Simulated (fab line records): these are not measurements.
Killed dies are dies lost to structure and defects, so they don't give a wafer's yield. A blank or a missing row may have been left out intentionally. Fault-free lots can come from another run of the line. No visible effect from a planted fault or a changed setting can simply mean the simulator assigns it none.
A struck lot beside a sound one :: flow sky130 :: 34 out of 708 route steps
Sound: these wafers, L226.1, L226.3, L226.4. Wafers L234.1, L234.3, L234.5 were the ones struck. The cause is given at the end.
Each step with rows lists, per side, the tool, then ch with its chambers, then its first start. Under that, the readings that differ: sound wafers :: struck wafers :: difference of the means :: sigmas: that difference in standard deviations of wafers without a fault.
alike: readings with means less than 2 such deviations apart, plus words and numbers identical on both sides. not compared: withheld readings, readings lacking a value on some wafer, bounds such as >300 that could conceal the same value, and numbers that have no deviation in the record and whose values overlap.
The two part at a step that has a row with sigmas, a row that says differs or no value, or rows on one side only. Numbers that have no deviation but don't overlap get no sigmas and don't part them. Lack of a reading on every wafer of one side parts them only where that side has two or more wafers.

first, 9 steps without rows for these wafers: SKY_METAL2_DEHYDRATE_07 (time 60 s); SKY_METAL2_HMDS_08 (prime time 60 s); SKY_METAL2_COAT_09 (resist thk 60 nm); SKY_METAL2_COAT_10 (resist thk 450 nm); SKY_METAL2_SOFTBAKE_11 (time 90 s); SKY_METAL2_EXPOSE_12 (exposes mask MM2, target cd 140 nm); SKY_METAL2_PEB_13; SKY_METAL2_DEVELOP_14 (develop time 60 s); SKY_METAL2_DESCUM_17 (chemistry O2, time 8 s).
SKY_METAL2_ETCH_18: etches BARC in N2/H2, stops on SiO2, time 45.9 s, target depth 60 nm.
  sound on rie_metal-02 ch 0,1, day 36 18:31; struck on rie_metal-02 ch 0,1, day 39 08:06
  alike: drypump_motor_current_A, h2_flow_sccm, oes_product_au, throttle_valve_pct
  not compared: rf_hours_counter_h
then, 23 steps without rows for these wafers: SKY_METAL2_METAL_ETCH_19 (etches the open film in Cl2/BCl3, stops on SiO2, target depth 360 nm, time 78 s); SKY_METAL2_STRIP_20 (strips in O2/N2); SKY_METAL2_STRIP_21 (strips in post etch residue remover, time 1200 s); SKY_METAL2_CLEAN_22 (cleans in IPA, time 180 s); SKY_METAL2_CLEAN_23 (cleans in O3/DIW); SKY_VIA2_HDPCVD_00 (deposits SiO2, target thk 1180 nm, time 196.7 s); SKY_VIA2_CMP_02 (polishes SiO2); SKY_VIA2_DEHYDRATE_04 (time 60 s); SKY_VIA2_HMDS_05 (prime time 60 s); SKY_VIA2_COAT_06 (resist thk 60 nm); SKY_VIA2_COAT_07 (resist thk 450 nm); SKY_VIA2_SOFTBAKE_08 (time 90 s); SKY_VIA2_EXPOSE_09 (exposes mask VIM2, target cd 200 nm); SKY_VIA2_PEB_10; SKY_VIA2_DEVELOP_11 (develop time 60 s); SKY_VIA2_ETCH_14 (etches BARC in N2/H2, stops on SiO2, time 45.9 s, target depth 60 nm); SKY_VIA2_ETCH_15 (etches SiO2 in C4F8/O2/Ar, stops on TiN, target depth 546 nm, time 84 s); SKY_VIA2_STRIP_16 (strips in O2/N2); SKY_VIA2_STRIP_17 (strips in post etch residue remover, time 1200 s); SKY_VIA2_CLEAN_18 (cleans in IPA, time 180 s); SKY_VIA2_CLEAN_19 (cleans in O3/DIW); SKY_VIA2_SPUTTER_20 (material TiN, target thk 20 nm, time 80 s); SKY_VIA2_CVD_21 (deposits W, target thk 420 nm, time 126.4 s).
-- the record jumps here: 10 days lie between the struck wafers' starts before and after (it left off in module VIA2 and takes up again in module PAD_OPEN, whose first step shown is number 708 of the route) --
SKY_PAD_OPEN_PROBE_99:
  struck on prober-02, day 49 02:29; sound on prober-02, day 47 05:05
reading: hold
sound: - - -
struck: await_dispo/3.3h/release await_dispo/3.3h/release await_dispo/3.3h/release
difference: no value on the sound wafers
sigmas: 

reading: defect_limited_yield (%)
sound: 80.7 79.3 81.7
struck: 74.8 71.7 75.2
difference: -6.7
sigmas: -3

reading: killed_at_M0_to_M3
sound: 37 55 46
struck: 86 92 78
difference: +39
sigmas: +5

reading: killed_dies
sound: 95 102 90
struck: 124 139 122
difference: +33
sigmas: +3

reading: killed_on_rim
sound: 18 17 16
struck: 27 29 23
difference: +9
sigmas: +2

reading: sort_bin_3_pad_short (%)
sound: 0.6 0.8 0.8
struck: 2.8 2.8 2.2
difference: +1.9
sigmas: +5

reading: sort_bin_5_function (%)
sound: 12.0 12.6 10.8
struck: 14.6 17.1 14.8
difference: +3.7
sigmas: +2

reading: sort_n_pass
sound: 397 390 402
struck: 368 353 370
difference: -33
sigmas: -3

reading: sort_yield_pct (%)
sound: 80.7 79.3 81.7
struck: 74.8 71.7 75.2
difference: -6.7
sigmas: -3

reading: model.etest.tester.sort_n_pass
sound: 397 390 402
struck: 368 353 370
difference: -33
sigmas: 

reading: model.etest.tester.sort_yield_pct (%)
sound: 80.69 79.27 81.71
struck: 74.8 71.75 75.2
difference: -6.6
sigmas: 

reading: model.etest.tester.sort_bin_5_pct (%)
sound: 11.99 12.6 10.77
struck: 14.63 17.07 14.84
difference: +3.73
sigmas: 

reading: model.etest.tester.sort_bin_3_pct (%)
sound: 0.6098 0.813 0.813
struck: 2.846 2.846 2.236
difference: +1.897
sigmas: 
  alike: killed_at_M4_up, killed_at_contacts, killed_at_front_end, killed_at_other, killed_open, killed_short, sort_bin_6_memory

WHERE THEY PART
Within this record, at SKY_PAD_OPEN_PROBE_99 only.

WHY: what had been put in by the simulator
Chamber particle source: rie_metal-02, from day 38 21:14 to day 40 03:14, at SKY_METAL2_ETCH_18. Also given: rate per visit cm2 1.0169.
